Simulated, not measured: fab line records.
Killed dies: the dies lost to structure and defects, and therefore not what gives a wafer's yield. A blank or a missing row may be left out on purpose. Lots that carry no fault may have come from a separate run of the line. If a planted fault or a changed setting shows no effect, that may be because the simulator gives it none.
What tool caused it? ; flow gf180mcu ; 33 wafers from 11 lots sampled at 2 of the route's 602 steps

## WHAT EACH GAUGE READ, for each wafer
GF_M4_RS_MEAS_05: uses a four-point probe to measure.
lot;measured;on;M4_ALCU_RS (ohm/sq)
L474;day 22 10:11;film-metro-04;0.0695 0.0684 0.0685
L477;day 23 18:58;film-metro-03;0.0709 0.0700 0.0708
L478;day 24 05:23;film-metro-01;0.0706 0.0686 0.0688
L479;day 24 16:02;film-metro-03;0.0709 0.0702 0.0696
L480;day 24 17:35;film-metro-03;0.0699 0.0690 0.0703
L481;day 25 06:23;film-metro-03;0.0694 0.0684 0.0691
L483;day 26 01:41;film-metro-03;0.0698 0.0697 0.0695
L484;day 26 02:37;film-metro-04;0.0698 0.0691 0.0691
L493;day 28 16:48;film-metro-01;0.0701 0.0691 0.0690
L495;day 29 09:37;film-metro-04;0.0690 0.0700 0.0701
L497;day 29 15:47;film-metro-03;0.0698 0.0699 0.0698

## EACH LOT AND THE TOOL THAT RAN IT (in order: tool; ch and the chambers of the sampled wafers; start)
lot;GF_M4_SPUTTER_03
L474;pvd-sputter-02, day 22 10:07
L477;pvd-sputter-01, day 23 18:50
L478;pvd-sputter-03, day 24 05:20
L479;pvd-sputter-01, day 24 15:58
L480;pvd-sputter-01, day 24 17:32
L481;pvd-sputter-02, day 25 06:20
L483;pvd-sputter-02, day 26 01:38
L484;pvd-sputter-03, day 26 02:34
L493;pvd-sputter-01, day 28 16:41
L495;pvd-sputter-01, day 29 09:34
L497;pvd-sputter-01, day 29 15:43
- GF_M4_SPUTTER_03: material Ti, target thk 10 nm, time 6.7 s.

## THE ANSWER, worked out from the rows above alone
Rule: the usual values come from the lots themselves. Put in order of their means at a reading, lots are off if they are a third of the lots or fewer, leave a main group of 4 or more, and stand apart from it by a gap of 3 or more times the standard deviation of the main group's means; of several such gaps the widest counts. A main group is skipped when, at the precision printed for the reading in the tables above, its means are all equal. Also off: a lot with no number at a reading for which 4 or more lots have one. Where the step has rows for the other lots, those lots are counted as sound.
Across all readings shown, no lot is off: no conclusion can be drawn from this.

## WHAT HAD BEEN PUT IN BY THE SIMULATOR
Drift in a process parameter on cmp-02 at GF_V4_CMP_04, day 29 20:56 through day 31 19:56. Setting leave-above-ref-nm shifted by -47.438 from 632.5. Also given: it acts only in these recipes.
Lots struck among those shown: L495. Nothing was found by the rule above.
